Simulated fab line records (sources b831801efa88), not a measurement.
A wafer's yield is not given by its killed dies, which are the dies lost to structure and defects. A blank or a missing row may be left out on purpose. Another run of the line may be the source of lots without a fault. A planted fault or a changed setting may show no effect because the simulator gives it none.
Comparing a struck lot with a sound one | flow sky130 | 16 out of 708 route steps
Sound: the wafers L507.1, L507.3, L507.6. Struck: wafers L492.1, L492.3, L492.6. The cause is named last.
At each step with rows: each side's tool, then ch and its chambers, then its first start. Under that, the readings that differ: sound wafers | struck wafers | difference of the means | sigmas: that difference in standard deviations of wafers without a fault.
alike: readings whose means differ by less than 2 such deviations, and words and numbers that are the same on both sides. not compared: withheld readings, readings that some wafer has no value for, bounds like >300 that may hide the same value, and numbers for which the record gives no deviation and whose values overlap.
The two part at a step that has a row with sigmas, a row that says differs or no value, or rows on one side only. Non-overlapping numbers with no deviation appear without sigmas and do not part them. A reading that every wafer of one side lacks parts them only if that side has two wafers or more.

first, 4 steps without rows for these wafers: SKY_CONTACT_DEHYDRATE_06 (time 60 s); SKY_CONTACT_HMDS_07 (prime time 60 s); SKY_CONTACT_COAT_08 (resist thk 60 nm); SKY_CONTACT_COAT_09 (resist thk 450 nm).
SKY_CONTACT_SOFTBAKE_10: time 91.97 s.
  sound: litho-track-04 ch 0; struck: litho-track-03 ch 0
  alike: plate-sensor-t-centre-C, plate-sensor-t-edge-C, resist-line-temp-C
then, 3 steps without rows for these wafers: SKY_CONTACT_EXPOSE_11 (exposes mask CTM1, target cd 170 nm); SKY_CONTACT_PEB_12; SKY_CONTACT_DEVELOP_13 (develop time 60 s).
SKY_CONTACT_CD_MEAS_14 targets a cd of 170 nm.
  struck on cd-sem-02, day 33 20:57; sound on cd-sem-01, day 38 01:45
  reading    | sound             | struck            | difference | sigmas
  cd-nm (nm) | 167.3 166.5 165.4 | 171.4 171.9 171.7 | +5.3       | +4
SKY_CONTACT_OVL_MEAS_15:
  struck on overlay-01, day 33 21:04; sound on overlay-02, day 38 01:52
  alike: CONTACT_OVL
SKY_CONTACT_ETCH_16: etches BARC in N2/H2, stops on SiO2, time 45.9 s, target depth 60 nm.
  sound on rie-diel-02 ch 1,2, day 38 01:54; struck on rie-diel-04 ch 1,3, day 33 21:06
  alike: bias-w, chamber-pressure-mTorr, drypump-motor-current-A, oes-product-au, throttle-valve-pct
  not compared: rf-hours-counter-h
SKY_CONTACT_ETCH_17: etches SiO2 in C4F8/O2/Ar, stops on Si3N4, target depth 340 nm.
  sound on rie-diel-02 ch 1,2, day 38 01:56; struck on rie-diel-04 ch 1,3, day 33 21:09
  alike: bias-w, chamber-pressure-mTorr, oes-product-au
SKY_CONTACT_ETCH_18: etches Si3N4 in CHF3/O2, stops on TiN, time 39 s, target depth 75 nm.
  sound on rie-diel-02 ch 1,2, day 38 01:00; struck on rie-diel-04 ch 1,3, day 33 21:00
  no value came back on the struck wafers for any of 6 readings (O2_flow_sccm (sccm), bias-w (W) and others); on the sound wafers O2_flow_sccm (sccm) reads 5.015 4.992 5.021
  reading                                        | sound             | struck            | difference | sigmas
  model.KrF-thick_of_CONTACT_COAT_09.thk-nm (nm) | 234.9 243.2 234.8 | 324.5 324.1 325.7 | +87.1      |
  not compared: rf-hours-counter-h
SKY_CONTACT_STRIP_19: strips in O2/N2.
  sound on plasma-asher-03 ch 0,1, day 38 02:02; struck on plasma-asher-02 ch 1, day 33 21:14
  reading                      | sound             | struck            | difference | sigmas
  oes-product-au (a.u.)        | 0.378 0.382 0.376 | 0.420 0.411 0.431 | +0.042     | +8
  strip-time-to-endpoint-s (s) | 3.53 3.62 3.53    | 4.49 4.46 4.51    | +0.93      | +22
  alike: drypump-motor-current-A
  not compared: rf-hours-counter-h
then, 1 step without rows for these wafers: SKY_CONTACT_STRIP_20 (strips in post etch residue remover, time 1200 s).
-- the record jumps here: 14 days lie between the struck wafers' starts before and after (it left off in module CONTACT and takes up again in module PAD_OPEN, whose first step shown is number 708 of the route) --
SKY_PAD_OPEN_PROBE_99:
  the record has rows for the struck wafers here (prober-02, day 47 14:46) and none for the sound ones

## WHERE THEY PART
At SKY_CONTACT_CD_MEAS_14 first; at SKY_PAD_OPEN_PROBE_99 last (within this record only).

WHY: whatever the simulator had introduced
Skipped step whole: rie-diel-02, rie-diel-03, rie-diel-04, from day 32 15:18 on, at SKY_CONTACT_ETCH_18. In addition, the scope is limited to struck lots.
